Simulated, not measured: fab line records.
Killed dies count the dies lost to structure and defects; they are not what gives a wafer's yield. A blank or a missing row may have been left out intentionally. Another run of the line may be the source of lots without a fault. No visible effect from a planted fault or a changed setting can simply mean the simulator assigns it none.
Matching of chambers + flow sfq-line + 4 sister chambers for SFQ_TRILAYER_I1_CMP_CMP_046 on cmp-02
The step polishes SiO2. 8 wafers are shown with their chamber, then 9 later ones without.

WAFERS WITH THEIR CHAMBER
| wafer  | chamber | motor-current-A (A) | time-to-endpoint-s (s) |
|--------|---------|---------------------|------------------------|
| L790.4 | 1       | 10.0                | 225                    |
| L796.5 | 3       | 8.4                 | 219                    |
| L796.6 | 2       | 11.2                | 220                    |
| L797.1 | 2       | 11.5                | 211                    |
| L797.2 | 3       | 9.2                 | 216                    |
| L802.2 | 0       | 10.2                | 219                    |
| L802.5 | 0       | 10.3                | 224                    |
| L802.6 | 1       | 9.8                 | 225                    |

WAFERS MISSING THEIR CHAMBER
| wafer  | motor-current-A (A) | time-to-endpoint-s (s) |
|--------|---------------------|------------------------|
| L804.2 | 8.5                 | 216                    |
| L804.3 | 10.0                | 225                    |
| L804.6 | 11.5                | 229                    |
| L805.1 | 12.0                | 225                    |
| L805.2 | 8.8                 | 209                    |
| L805.6 | 10.8                | 223                    |
| L806.1 | 10.7                | 208                    |
| L806.2 | 10.0                | 202                    |
| L806.4 | 11.8                | 217                    |

EACH ONE'S CHAMBER
| wafer  | from the rows above               | in truth |
|--------|-----------------------------------|----------|
| L804.2 | 3                                 | 3        |
| L804.3 | can't be placed: 1 or 0           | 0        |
| L804.6 | can't be placed: 2 or 0 or 1      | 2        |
| L805.1 | 2                                 | 2        |
| L805.2 | 3                                 | 3        |
| L805.6 | can't be placed: 0 or 2 or 1      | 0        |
| L806.1 | can't be placed: 2 or 0           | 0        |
| L806.2 | can't be placed: 0 or 2 or 3 or 1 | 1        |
| L806.4 | 2                                 | 2        |
Placed correctly: 4 of 9. These rows do not allow placing 5 (true chamber among the candidates in 5). Number placed wrongly: 0.
How it was worked out, from the rows above alone: a wafer's distance from a chamber is the root of the sum, over the readings, of the square of ((its reading less the chamber's mean) divided by the reading's scatter). If the next closest chamber is less than 2 further off than the closest, the wafer can't be placed; otherwise it belongs to the closest. The mean given for a chamber averages the wafers shown for that chamber. The scatter: the root of (the sum of the squares of (reading less its chamber's mean) over the shown wafers, divided by (wafers less chambers)).
